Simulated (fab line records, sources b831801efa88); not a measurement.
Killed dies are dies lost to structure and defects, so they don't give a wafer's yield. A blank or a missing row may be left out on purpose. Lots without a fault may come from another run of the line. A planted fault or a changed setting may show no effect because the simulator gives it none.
Which tool did it? | flow sky130 | 6 lots, 18 wafers sampled, at 3 steps of a route of 708

WHAT THE GAUGES READ, wafer by wafer
SKY_SD_N_RS_MEAS_17: measures by four-point-probe.
lot  | measured     | on            | SD_P_RS (ohm/sq)
L725 | day 29 11:43 | film_metro-03 | 146.8 146.6 146.6
L728 | day 30 11:53 | film_metro-01 | 147.3 147.0 146.9
L730 | day 31 01:17 | film_metro-01 | 146.4 146.8 146.9
L734 | day 32 17:15 | film_metro-03 | 146.6 147.2 147.2
L736 | day 32 23:43 | film_metro-04 | 149.9 149.9 149.8
L744 | day 35 09:46 | film_metro-01 | 146.5 146.9 147.0

WHICH TOOL RAN EACH LOT (tool, then ch and the chambers of the sampled wafers, then the start)
lot  | SKY_SONOS_ONO_STRIP_17               | SKY_SD_P_IMPLANT_09
L725 | plasma_asher-01 ch 0,1, day 14 04:43 | implanter-04 ch 0, day 27 01:23
L728 | plasma_asher-01 ch 0,1, day 15 03:19 | implanter-04 ch 0, day 28 02:26
L730 | plasma_asher-03 ch 0,1, day 15 17:28 | implanter-04 ch 0, day 28 17:01
L734 | plasma_asher-01 ch 0,1, day 17 15:07 | implanter-02 ch 0, day 30 11:22
L736 | plasma_asher-02 ch 0,1, day 17 20:14 | implanter-04 ch 0, day 30 18:28
L744 | plasma_asher-03 ch 0,1, day 20 12:10 | implanter-04 ch 0, day 33 03:07
- SKY_SONOS_ONO_STRIP_17: strips in O2/N2.
- SKY_SD_P_IMPLANT_09

THE ANSWER, worked out from the rows above alone
Rule: what is usual is taken from the lots themselves. Put in order of their means at a reading, lots are off if they are a third of the lots or fewer, leave a main group of 4 or more, and stand apart from it by a gap of 3 or more times the standard deviation of the main group's means; of several such gaps the widest counts. A main group whose means are all the same, to the digits that the tables above print for the reading, isn't used. A lot without any number at a reading at which 4 lots or more have one is off too. The other lots that the step has rows for count as sound.
Off: L736, at SKY_SD_N_RS_MEAS_17 (SD_P_RS). The main group: mean 146.8 ohm/sq, standard deviation 0.16.
A tool fits if, at a process step before that reading, it ran every lot that is off, and no sound lot after the first of them. The gauges at SKY_SD_N_RS_MEAS_17 are tried like those tools. Can't be told from this: 2 tools fit, plasma_asher-02 at SKY_SONOS_ONO_STRIP_17, film_metro-04 at SKY_SD_N_RS_MEAS_17.

WHAT THE SIMULATOR HAD PUT IN
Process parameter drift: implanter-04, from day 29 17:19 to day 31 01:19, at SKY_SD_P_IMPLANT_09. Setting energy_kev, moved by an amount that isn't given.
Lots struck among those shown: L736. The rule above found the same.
